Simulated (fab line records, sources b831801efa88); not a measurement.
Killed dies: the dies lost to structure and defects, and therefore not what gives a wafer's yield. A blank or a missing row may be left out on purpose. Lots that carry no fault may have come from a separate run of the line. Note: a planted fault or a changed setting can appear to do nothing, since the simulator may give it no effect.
Chamber matching || flow sky130 || 4 sister chambers for SKY_VIA3_CMP_24 on cmp-01
The step polishes, stops on SiO2, t overpolish 20 s, target thk 0 nm. 16 wafers are shown with their chamber, then 8 later ones without.

== WAFERS, EACH WITH ITS CHAMBER ==
{"wafer": "L962.1", "chamber": 1, "motor-current-A (A)": 9.8, "time-to-endpoint-s (s)": 89.4, "overpolish-run-s (s)": 19.999}
{"wafer": "L962.3", "chamber": 3, "motor-current-A (A)": 11.5, "time-to-endpoint-s (s)": 92.9, "overpolish-run-s (s)": 19.993}
{"wafer": "L962.5", "chamber": 1, "motor-current-A (A)": 9.9, "time-to-endpoint-s (s)": 91.1, "overpolish-run-s (s)": 19.997}
{"wafer": "L963.2", "chamber": 0, "motor-current-A (A)": 10.8, "time-to-endpoint-s (s)": 97.6, "overpolish-run-s (s)": 19.987}
{"wafer": "L963.3", "chamber": 1, "motor-current-A (A)": 10.1, "time-to-endpoint-s (s)": 94.7, "overpolish-run-s (s)": 19.990}
{"wafer": "L963.5", "chamber": 0, "motor-current-A (A)": 11.0, "time-to-endpoint-s (s)": 97.3, "overpolish-run-s (s)": 20.004}
{"wafer": "L964.2", "chamber": 3, "motor-current-A (A)": 11.1, "time-to-endpoint-s (s)": 95.2, "overpolish-run-s (s)": 19.995}
{"wafer": "L964.3", "chamber": 1, "motor-current-A (A)": 10.0, "time-to-endpoint-s (s)": 92.7, "overpolish-run-s (s)": 19.994}
{"wafer": "L964.4", "chamber": 0, "motor-current-A (A)": 11.4, "time-to-endpoint-s (s)": 95.2, "overpolish-run-s (s)": 19.996}
{"wafer": "L966.1", "chamber": 1, "motor-current-A (A)": 10.2, "time-to-endpoint-s (s)": 92.0, "overpolish-run-s (s)": 19.991}
{"wafer": "L966.3", "chamber": 3, "motor-current-A (A)": 11.2, "time-to-endpoint-s (s)": 95.1, "overpolish-run-s (s)": 20.010}
{"wafer": "L966.5", "chamber": 3, "motor-current-A (A)": 11.1, "time-to-endpoint-s (s)": 94.0, "overpolish-run-s (s)": 20.008}
{"wafer": "L967.3", "chamber": 3, "motor-current-A (A)": 11.6, "time-to-endpoint-s (s)": 95.1, "overpolish-run-s (s)": 19.997}
{"wafer": "L967.4", "chamber": 1, "motor-current-A (A)": 9.3, "time-to-endpoint-s (s)": 94.6, "overpolish-run-s (s)": 20.005}
{"wafer": "L967.6", "chamber": 1, "motor-current-A (A)": 9.9, "time-to-endpoint-s (s)": 91.5, "overpolish-run-s (s)": 19.994}
{"wafer": "L968.1", "chamber": 2, "motor-current-A (A)": 11.4, "time-to-endpoint-s (s)": 95.5, "overpolish-run-s (s)": 20.003}

SIGNATURES, as means of the wafers listed above
{"reading": "motor-current-A", "chamber 0": 11.067, "chamber 1": 9.886, "chamber 2": 11.400, "chamber 3": 11.300, "scatter within a chamber": 0.276}
{"reading": "time-to-endpoint-s", "chamber 0": 96.700, "chamber 1": 92.286, "chamber 2": 95.500, "chamber 3": 94.460, "scatter within a chamber": 1.56}
{"reading": "overpolish-run-s", "chamber 0": 19.99567, "chamber 1": 19.99571, "chamber 2": 20.00300, "chamber 3": 20.00060, "scatter within a chamber": 0.00677}
Rule: a wafer's distance from a chamber is the root of the sum, over the readings, of the square of ((its reading less the chamber's mean) divided by the reading's scatter). The wafer belongs to the nearest chamber; if the next one is less than 2 further off, it can't be placed. The scatter is the square root of a quotient: the sum, over the shown wafers, of each reading's squared deviation from its chamber's mean, divided by wafers minus chambers.

== WAFERS WITH NO CHAMBER GIVEN ==
{"wafer": "L968.2", "motor-current-A (A)": 11.7, "time-to-endpoint-s (s)": 95.5, "overpolish-run-s (s)": 20.008}
{"wafer": "L968.4", "motor-current-A (A)": 11.4, "time-to-endpoint-s (s)": 95.5, "overpolish-run-s (s)": 19.994}
{"wafer": "L970.2", "motor-current-A (A)": 11.3, "time-to-endpoint-s (s)": 91.4, "overpolish-run-s (s)": 19.994}
{"wafer": "L970.5", "motor-current-A (A)": 10.8, "time-to-endpoint-s (s)": 95.7, "overpolish-run-s (s)": 20.006}
{"wafer": "L970.6", "motor-current-A (A)": 9.9, "time-to-endpoint-s (s)": 92.5, "overpolish-run-s (s)": 20.003}
{"wafer": "L979.4", "motor-current-A (A)": 11.4, "time-to-endpoint-s (s)": 94.8, "overpolish-run-s (s)": 20.003}
{"wafer": "L979.5", "motor-current-A (A)": 10.9, "time-to-endpoint-s (s)": 97.4, "overpolish-run-s (s)": 19.996}
{"wafer": "L979.6", "motor-current-A (A)": 11.4, "time-to-endpoint-s (s)": 96.4, "overpolish-run-s (s)": 20.003}

== WHICH CHAMBER EACH WENT THROUGH ==
{"wafer": "L968.2", "from the rows above": "can't be placed: 2 or 3 or 0", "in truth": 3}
{"wafer": "L968.4", "from the rows above": "can't be placed: 3 or 2 or 0", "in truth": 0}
{"wafer": "L970.2", "from the rows above": "can't be placed: 3 or 2 or 0", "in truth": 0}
{"wafer": "L970.5", "from the rows above": "can't be placed: 0 or 3 or 2", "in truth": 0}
{"wafer": "L970.6", "from the rows above": 1, "in truth": 1}
{"wafer": "L979.4", "from the rows above": "can't be placed: 2 or 3 or 0", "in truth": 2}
{"wafer": "L979.5", "from the rows above": "can't be placed: 0 or 2 or 3", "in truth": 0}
{"wafer": "L979.6", "from the rows above": "can't be placed: 2 or 3 or 0", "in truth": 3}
Placed correctly: 1 of 8. Unplaceable from these rows: 7, with the true chamber sitting among the candidates in 7. Wrongly placed: 0.
